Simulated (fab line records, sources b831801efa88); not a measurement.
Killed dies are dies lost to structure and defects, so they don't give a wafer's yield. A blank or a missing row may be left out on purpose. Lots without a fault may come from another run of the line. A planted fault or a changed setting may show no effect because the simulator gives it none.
Which tool did it? | flow sky130 | 7 lots, 21 wafers sampled, at 3 steps of a route of 708

WHAT THE GAUGES READ, wafer by wafer
SKY_VT_ADJUST_HVTR_CD_MEAS_07: target cd 380 nm.
lot  | measured     | on        | cd_nm (nm)
L596 | day 9 19:55  | cd_sem-02 | 376.9 378.2 376.3
L600 | day 11 01:19 | cd_sem-01 | 381.1 380.6 380.0
L603 | day 12 10:43 | cd_sem-02 | 384.1 380.7 382.7
L606 | day 12 23:44 | cd_sem-02 | 381.3 384.4 381.0
L608 | day 13 19:29 | cd_sem-02 | 419.2 419.3 420.7
L611 | day 14 13:34 | cd_sem-02 | 379.8 382.7 382.4
L615 | day 15 12:59 | cd_sem-01 | 380.2 380.3 380.0

WHICH TOOL RAN EACH LOT (tool, then ch and the chambers of the sampled wafers, then the start)
lot  | SKY_NWELL_STRIP_25                   | SKY_VT_ADJUST_HVTR_DEVELOP_06
L596 | plasma_asher-03 ch 0,1, day 5 14:37  | litho_track-04 ch 0, day 9 19:46
L600 | plasma_asher-04 ch 0,1, day 6 15:21  | litho_track-02 ch 0, day 11 01:10
L603 | plasma_asher-04 ch 1, day 7 18:35    | litho_track-02 ch 0, day 12 10:34
L606 | plasma_asher-04 ch 0,1, day 8 04:23  | litho_track-03 ch 0, day 12 23:35
L608 | plasma_asher-04 ch 0,1, day 8 20:37  | litho_track-03 ch 0, day 13 19:20
L611 | plasma_asher-04 ch 0,1, day 9 10:49  | litho_track-02 ch 0, day 14 13:25
L615 | plasma_asher-03 ch 0,1, day 10 07:39 | litho_track-04 ch 0, day 15 12:50
- SKY_NWELL_STRIP_25: strips in O2/N2.
- SKY_VT_ADJUST_HVTR_DEVELOP_06: develop time 60 s.

THE ANSWER, worked out from the rows above alone
Rule: what is usual is taken from the lots themselves. Put in order of their means at a reading, lots are off if they are a third of the lots or fewer, leave a main group of 4 or more, and stand apart from it by a gap of 3 or more times the standard deviation of the main group's means; of several such gaps the widest counts. A main group whose means are all the same, to the digits that the tables above print for the reading, isn't used. A lot without any number at a reading at which 4 lots or more have one is off too. The other lots that the step has rows for count as sound.
Off: L608, at SKY_VT_ADJUST_HVTR_CD_MEAS_07 (cd_nm). The main group: mean 380.7 nm, standard deviation 1.8.
A tool fits if, at a process step before that reading, it ran every lot that is off, and no sound lot after the first of them. The gauges at SKY_VT_ADJUST_HVTR_CD_MEAS_07 are tried like those tools. One fits: litho_track-03 at SKY_VT_ADJUST_HVTR_DEVELOP_06. Its last sound lot is L606 (day 12 23:35), its first lot that is off L608 (day 13 19:20): a fault that began between those two fits.

WHAT THE SIMULATOR HAD PUT IN
Process parameter drift: litho_track-03, from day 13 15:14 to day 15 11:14, at SKY_VT_ADJUST_HVTR_DEVELOP_06. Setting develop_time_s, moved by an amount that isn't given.
Lots struck among those shown: L608. The rule above found the same.
